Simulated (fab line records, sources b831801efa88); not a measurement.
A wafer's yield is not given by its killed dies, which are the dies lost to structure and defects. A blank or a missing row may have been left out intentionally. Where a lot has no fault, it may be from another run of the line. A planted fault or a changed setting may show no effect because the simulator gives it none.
Matching of chambers | flow sky130 | SKY_LI_CONTACT_ETCH_14 on rie_diel-03 has 4 sister chambers
The step etches BARC in N2/H2, stops on SiO2, time 45.9 s, target depth 60 nm. 4 wafers are shown with their chamber, then 8 later ones without.

## WAFERS WITH THEIR CHAMBER
wafer  | chamber | drypump_motor_current_A (A)
L089.2 | 3       | 5.87
L089.3 | 2       | 5.47
L089.4 | 1       | 6.04
L090.3 | 0       | 5.65

## WAFERS MISSING THEIR CHAMBER
wafer  | drypump_motor_current_A (A)
L090.5 | 5.67
L090.6 | 6.02
L093.2 | 5.86
L093.3 | 5.50
L093.5 | 5.65
L096.3 | 6.03
L096.4 | 5.62
L096.5 | 5.86

## EACH ONE'S CHAMBER
wafer  | from the rows above | in truth
L090.5 | 0                   | 0
L090.6 | 1                   | 1
L093.2 | 3                   | 3
L093.3 | 2                   | 2
L093.5 | 0                   | 0
L096.3 | 1                   | 1
L096.4 | 0                   | 0
L096.5 | 3                   | 3
Correct placement for 8 of the 8. Can't be placed from these rows: 0. Placed wrongly: 0.
How it was worked out, from the rows above alone: a wafer's distance from a chamber is the root of the sum, over the readings, of the square of ((its reading less the chamber's mean) divided by the reading's scatter). The wafer belongs to the nearest chamber; if the next one is less than 2 further off, it can't be placed. A chamber's mean is the mean of its shown wafers. The scatter (one wafer shown for each chamber): square how far every hidden wafer sits from the nearest shown wafer, average those squares and take the square root.
